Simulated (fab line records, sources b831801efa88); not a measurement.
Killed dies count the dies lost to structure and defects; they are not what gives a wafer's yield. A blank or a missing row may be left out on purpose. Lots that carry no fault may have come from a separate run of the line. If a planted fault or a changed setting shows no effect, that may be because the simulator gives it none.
What tool caused it? :: flow gf180mcu :: 21 wafers from 7 lots sampled at 3 of the route's 602 steps

== WHAT THE GAUGES READ, wafer by wafer ==
GF_MVSD_TW_MEAS_11.
lot: L282
measured: day 4 16:53
on: film_metro-04
MVSD_TW: 1563 1566 1556

lot: L284
measured: day 5 06:49
on: film_metro-01
MVSD_TW: 1594 1590 1585

lot: L292
measured: day 7 05:19
on: film_metro-03
MVSD_TW: 30 30 30

lot: L297
measured: day 8 08:24
on: film_metro-01
MVSD_TW: 1591 1592 1591

lot: L299
measured: day 8 19:23
on: film_metro-01
MVSD_TW: 1596 1588 1594

lot: L301
measured: day 9 10:17
on: film_metro-01
MVSD_TW: 1592 1587 1592

lot: L303
measured: day 9 16:44
on: film_metro-03
MVSD_TW: 1590 1590 1591

== TOOL THAT RAN EACH LOT (tool first, then ch and the chambers of the sampled wafers, then the start) ==
lot: L282
GF_LVPWELL_STRIP_10: plasma_asher-02 ch 0, day 4 03:14
GF_MVSD_STRIP_10: plasma_asher-03 ch 0,1, day 4 16:47

lot: L284
GF_LVPWELL_STRIP_10: plasma_asher-02 ch 0,1, day 4 15:43
GF_MVSD_STRIP_10: plasma_asher-01 ch 0,1, day 5 06:43

lot: L292
GF_LVPWELL_STRIP_10: plasma_asher-02 ch 0,1, day 6 13:28
GF_MVSD_STRIP_10: plasma_asher-04 ch 0,1, day 7 05:13

lot: L297
GF_LVPWELL_STRIP_10: plasma_asher-04 ch 0,1, day 7 15:35
GF_MVSD_STRIP_10: plasma_asher-04 ch 0,1, day 8 08:17

lot: L299
GF_LVPWELL_STRIP_10: plasma_asher-02 ch 0,1, day 8 02:31
GF_MVSD_STRIP_10: plasma_asher-04 ch 0,1, day 8 19:17

lot: L301
GF_LVPWELL_STRIP_10: plasma_asher-02 ch 0,1, day 8 16:53
GF_MVSD_STRIP_10: plasma_asher-01 ch 1, day 9 10:11

lot: L303
GF_LVPWELL_STRIP_10: plasma_asher-02 ch 0,1, day 8 23:46
GF_MVSD_STRIP_10: plasma_asher-01 ch 0,1, day 9 16:38
- GF_LVPWELL_STRIP_10: strips in O2/N2.
- GF_MVSD_STRIP_10: strips in O2/N2.

== THE ANSWER, worked out from the rows above alone ==
Rule: the usual values come from the lots themselves. The widest of any qualifying gaps counts: lots, ordered by their means at a reading, are off when they make up no more than a third of the lots, leave a main group of 4 or more, and stand apart from it by 3 or more times the standard deviation of that group's means. The tables above print the reading to a certain number of digits; a main group whose means all agree to those digits is not used. A lot without any number at a reading at which 4 lots or more have one is off too. All remaining lots with rows at the step are treated as sound.
Off: L292, at GF_MVSD_TW_MEAS_11 (MVSD_TW). The main group: mean 1586, standard deviation 11.
If a tool, at a process step before that reading, ran all the lots that are off and no sound lot after the first of them, it fits. The gauges at GF_MVSD_TW_MEAS_11 are tried like those tools. Not one of the candidates tried fits.

== WHAT WAS PUT IN BY THE SIMULATOR ==
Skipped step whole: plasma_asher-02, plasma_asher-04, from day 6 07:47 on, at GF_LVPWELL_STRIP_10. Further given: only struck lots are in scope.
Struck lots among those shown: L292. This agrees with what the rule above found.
